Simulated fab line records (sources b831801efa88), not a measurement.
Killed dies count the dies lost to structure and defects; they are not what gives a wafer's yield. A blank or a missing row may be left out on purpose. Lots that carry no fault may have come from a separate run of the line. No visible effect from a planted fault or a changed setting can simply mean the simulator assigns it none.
A struck lot beside a sound one -- flow gf180mcu -- 16 out of 602 route steps
Sound: wafers L720.1, L720.3, L720.4. Struck: wafer L734.4. (L734.5, L734.6 of the same lot were not struck and are left out.) The cause comes at the end.
Order at every step that has rows: each side's tool, ch and its chambers, its first start. Under that, the readings that differ: sound wafers -- struck wafers -- difference of the means -- sigmas: that difference in standard deviations of wafers without a fault.
alike: words and numbers the same on both sides, and readings whose means are apart by under 2 such deviations; not compared: readings that were withheld, readings missing a value for some wafer, numbers with overlapping values and no deviation given by the record, and bounds like >300 which may hide the same value.
The two part at a step that has a row with sigmas, a row that says differs or no value, or rows on one side only. When numbers do not overlap yet have no deviation, they are printed without sigmas and do not part them. A reading that every wafer of one side lacks parts them only if that side has two wafers or more.

first, 6 steps without rows for these wafers: GF_M3_HMDS_08 (prime time 60 s); GF_M3_COAT_09 (resist thk 1000 nm); GF_M3_SOFTBAKE_10 (time 60 s); GF_M3_EXPOSE_11 (exposes mask Metal3, target cd 280 nm); GF_M3_PEB_12 (peb time 90 s); GF_M3_DEVELOP_13 (develop time 60 s).
GF_M3_CD_MEAS_14: target cd 280 nm.
  sound on cd-sem-02 at day 21 18:36; struck on cd-sem-01 at day 26 07:17
  alike: cd-nm
GF_M3_OVL_MEAS_15:
  sound on overlay-02 at day 21 18:43; struck on overlay-01 at day 26 07:22
  alike: M3_OVL
GF_M3_METAL_ETCH_16: etches the open film in Cl2/BCl3, stops on SiO2, target depth 627.5 nm, time 104.6 s.
  sound on rie-metal-02 ch 0,1, day 21 18:45; struck on rie-metal-02 ch 1, day 26 07:25
  alike: drypump-motor-current-A, oes-product-au, throttle-valve-pct
  not compared: rf-hours-counter-h
GF_M3_STRIP_17: strips in O2/N2.
  sound on plasma-asher-03 ch 0,1, day 21 18:52; struck on plasma-asher-02 ch 1, day 26 07:32
reading,sound,struck,difference,sigmas
drypump-motor-current-A (A),6.3 6.2 5.8,4.9,-1.2,-2
strip-time-to-endpoint-s (s),7.92 7.89 7.94,7.84,-0.08,-2
  alike: heater-power-w, oes-product-au
  not compared: rf-hours-counter-h
then, 2 steps without rows for these wafers: GF_M3_STRIP_18 (strips in post etch residue remover, time 1200 s); GF_M3_CLEAN_19 (cleans in DIW).
GF_V3_CVD_00: deposits SiO2, target thk 600 nm, time 100 s.
  sound on hdpcvd-01 ch 0,1,2, day 21 19:45; struck on hdpcvd-02 ch 0, day 26 08:05
reading,sound,struck,difference,sigmas
sih4-flow-sccm (sccm),60.17 59.79 59.75,89.91,+30.01,+99 or more
model.SiO2_of_V3_CVD_00.thk-nm (nm),591.3 593.4 595.2,898,+305,
GF_V3_THK_MEAS_01:
  sound on film-metro-01 at day 21 19:49; struck on film-metro-02 at day 26 08:10
reading,sound,struck,difference,sigmas
V3_CVD_00_THK (nm),591 593 596,898,+305,+53
GF_V3_CVD_02: deposits SiO2 from TEOS, target thk 850 nm, time 94.851 s.
  sound on pecvd-01 ch 1,2, day 21 19:53; struck on pecvd-03 ch 1, day 26 08:13
  alike: heater-power-w
-- the record jumps here: 7 days lie between the struck wafers' starts before and after (it left off in module V3 and takes up again in module PASSIVATION, whose first step shown is number 602 of the route) --
GF_PASSIVATION_PROBE_99:
  rows exist in the record for the struck wafers here (prober-01, day 33 00:57), but not for the sound ones

== WHERE THEY PART ==
Earliest at GF_M3_STRIP_17; latest, in this record, at GF_PASSIVATION_PROBE_99.

WHY: what the simulator had put in
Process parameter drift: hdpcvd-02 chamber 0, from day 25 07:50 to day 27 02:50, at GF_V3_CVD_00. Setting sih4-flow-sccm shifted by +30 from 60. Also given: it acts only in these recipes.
